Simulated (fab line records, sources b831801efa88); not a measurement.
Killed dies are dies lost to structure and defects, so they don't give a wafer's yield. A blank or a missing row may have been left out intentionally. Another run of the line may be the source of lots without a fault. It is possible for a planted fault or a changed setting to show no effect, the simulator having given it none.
Struck lot and sound lot, side by side -- flow sky130 -- 43 steps out of a route of 708
Sound: the wafers L337.2, L337.4, L337.6. Struck: wafers L354.1, L354.5 (left out: L354.2, a lot-mate that was not struck); the cause follows at the end.
For every step that has rows: the tool of each side, followed by ch and its chambers, followed by its first start. Under that, the readings that differ: sound wafers -- struck wafers -- difference of the means -- sigmas: that difference in standard deviations of wafers without a fault.
alike: same words and numbers on both sides, and readings whose means sit less than 2 such deviations apart. not compared: any withheld reading, any reading some wafer has no value for, any bound like >300 that may hide the same value, and any number with overlapping values for which the record gives no deviation.
The two part at a step that has a row with sigmas, a row that says differs or no value, or rows on one side only. Numbers that have no deviation but don't overlap get no sigmas and don't part them. A reading missing from all wafers of one side parts the sides only when that side holds two or more wafers.

first, 7 steps without rows for these wafers: SKY_CONTACT_HMDS_07 (prime time 60 s); SKY_CONTACT_COAT_08 (resist thk 60 nm); SKY_CONTACT_COAT_09 (resist thk 450 nm); SKY_CONTACT_SOFTBAKE_10 (time 90 s); SKY_CONTACT_EXPOSE_11 (exposes mask CTM1, target cd 170 nm); SKY_CONTACT_PEB_12; SKY_CONTACT_DEVELOP_13 (develop time 60 s).
SKY_CONTACT_CD_MEAS_14: target cd 170 nm.
  sound: cdSem-02 at day 31 12:05; struck: cdSem-01 at day 37 02:29
  alike: cdNm
SKY_CONTACT_OVL_MEAS_15:
  sound: overlay-01 at day 31 12:11; struck: overlay-01 at day 37 02:36
reading,sound,struck,difference,sigmas
CONTACT_OVL (nm),14 11 10,4 -6,-13,-2
then, 1 step without rows for these wafers: SKY_CONTACT_ETCH_16 (etches BARC in N2/H2, stops on SiO2, time 45.9 s, target depth 60 nm).
SKY_CONTACT_ETCH_17: etches SiO2 in C4F8/O2/Ar, stops on Si3N4, target depth 340 nm.
  sound on rieDiel-02 ch 0,1,2, day 31 12:16; struck on rieDiel-02 ch 1, day 37 02:40
  alike: chamberPressureMTorr, oesProductAu
then, 1 step without rows for these wafers: SKY_CONTACT_ETCH_18 (etches Si3N4 in CHF3/O2, stops on TiN, time 39 s, target depth 75 nm).
SKY_CONTACT_STRIP_19: strips in O2/N2.
  sound on plasmaAsher-02 ch 0, day 31 12:21; struck on plasmaAsher-02 ch 0, day 37 02:46
  alike: chamberPressureMTorr, drypumpMotorCurrentA, oesProductAu, stripTimeToEndpointS
  not compared: rfHoursCounterH
then, 5 steps without rows for these wafers: SKY_CONTACT_STRIP_20 (strips in post etch residue remover, time 1200 s); SKY_CONTACT_CLEAN_21 (cleans in IPA, time 180 s); SKY_CONTACT_CLEAN_22 (cleans in O3/DIW); SKY_CONTACT_SPUTTER_23 (material TiN, target thk 20 nm, time 80 s); SKY_CONTACT_CVD_24 (deposits W, target thk 340 nm, time 102.12 s).
SKY_CONTACT_RS_MEAS_25: uses a four-point probe to measure.
  sound: filmMetro-04 at day 31 13:35; struck: filmMetro-02 at day 37 03:32
  alike: CONTACT_W_RS
SKY_CONTACT_THK_MEAS_26: measures by xrf.
  sound: filmMetro-04 at day 31 13:41; struck: filmMetro-02 at day 37 03:39
  alike: CONTACT_W_THK
SKY_CONTACT_CMP_27: polishes, stops on SiO2, t overpolish 15 s, target thk 0 nm.
  sound on cmp-02 ch 0,1,3, day 31 13:47; struck on cmp-02 ch 0,3, day 37 03:46
  alike: edgeZonePressureFrac, motorCurrentA, overpolishRunS, timeToEndpointS
SKY_METAL1_SPUTTER_00: material Ti, target thk 15 nm, time 10 s.
  sound: pvdSputter-03 at day 31 14:02; struck: pvdSputter-03 at day 37 04:01
  alike: throttleValvePct
then, 2 steps without rows for these wafers: SKY_METAL1_SPUTTER_01 (material TiN, target thk 20 nm, time 16.7 s); SKY_METAL1_SPUTTER_02 (material AlCu, target thk 250 nm, time 13.3 s).
SKY_METAL1_SPUTTER_03: material Ti, target thk 5 nm, time 3.3 s.
  sound: pvdSputter-03 at day 31 14:07; struck: pvdSputter-03 at day 37 04:05
  alike: throttleValvePct
then, 1 step without rows for these wafers: SKY_METAL1_SPUTTER_04 (material TiN, target thk 70 nm, time 58.3 s).
SKY_METAL1_RS_MEAS_05: uses a four-point probe to measure.
  sound: filmMetro-03 at day 31 14:12; struck: filmMetro-01 at day 37 04:09
  alike: METAL1_ALCU_RS
SKY_METAL1_THK_MEAS_06: measures by xrf.
  sound: filmMetro-03 at day 31 14:19; struck: filmMetro-01 at day 37 04:16
  alike: METAL1_ALCU_THK
then, 8 steps without rows for these wafers: SKY_METAL1_DEHYDRATE_07 (time 60 s); SKY_METAL1_HMDS_08 (prime time 60 s); SKY_METAL1_COAT_09 (resist thk 60 nm); SKY_METAL1_COAT_10 (resist thk 450 nm); SKY_METAL1_SOFTBAKE_11 (time 90 s); SKY_METAL1_EXPOSE_12 (exposes mask MM1, target cd 140 nm); SKY_METAL1_PEB_13; SKY_METAL1_DEVELOP_14 (develop time 60 s).
SKY_METAL1_CD_MEAS_15: target cd 140 nm.
  sound: cdSem-01 at day 32 17:51; struck: cdSem-02 at day 38 05:59
  alike: cdNm
SKY_METAL1_OVL_MEAS_16:
  sound: overlay-02 at day 32 17:57; struck: overlay-01 at day 38 06:06
  alike: METAL1_OVL
then, 3 steps without rows for these wafers: SKY_METAL1_DESCUM_17 (chemistry O2, time 8 s); SKY_METAL1_ETCH_18 (etches BARC in N2/H2, stops on SiO2, time 45.9 s, target depth 60 nm); SKY_METAL1_METAL_ETCH_19 (etches the open film in Cl2/BCl3, stops on SiO2, target depth 360 nm, time 78 s).
SKY_METAL1_STRIP_20: strips in O2/N2.
  sound on plasmaAsher-04 ch 0,1, day 32 18:10; struck on plasmaAsher-04 ch 0, day 38 06:19
  alike: chamberPressureMTorr, drypumpMotorCurrentA, oesProductAu, stripTimeToEndpointS
  not compared: rfHoursCounterH
-- the record jumps here: 11 days lie between the struck wafers' starts before and after (it left off in module METAL1 and takes up again in module PAD_OPEN, whose first step shown is number 708 of the route) --
SKY_PAD_OPEN_PROBE_99:
  only the struck wafers here have rows in the record (prober-01, day 49 18:14); the sound ones have none

== WHERE THEY PART ==
At SKY_CONTACT_OVL_MEAS_15 first; at SKY_PAD_OPEN_PROBE_99 last (within this record only).

WHY: the cause the simulator had injected
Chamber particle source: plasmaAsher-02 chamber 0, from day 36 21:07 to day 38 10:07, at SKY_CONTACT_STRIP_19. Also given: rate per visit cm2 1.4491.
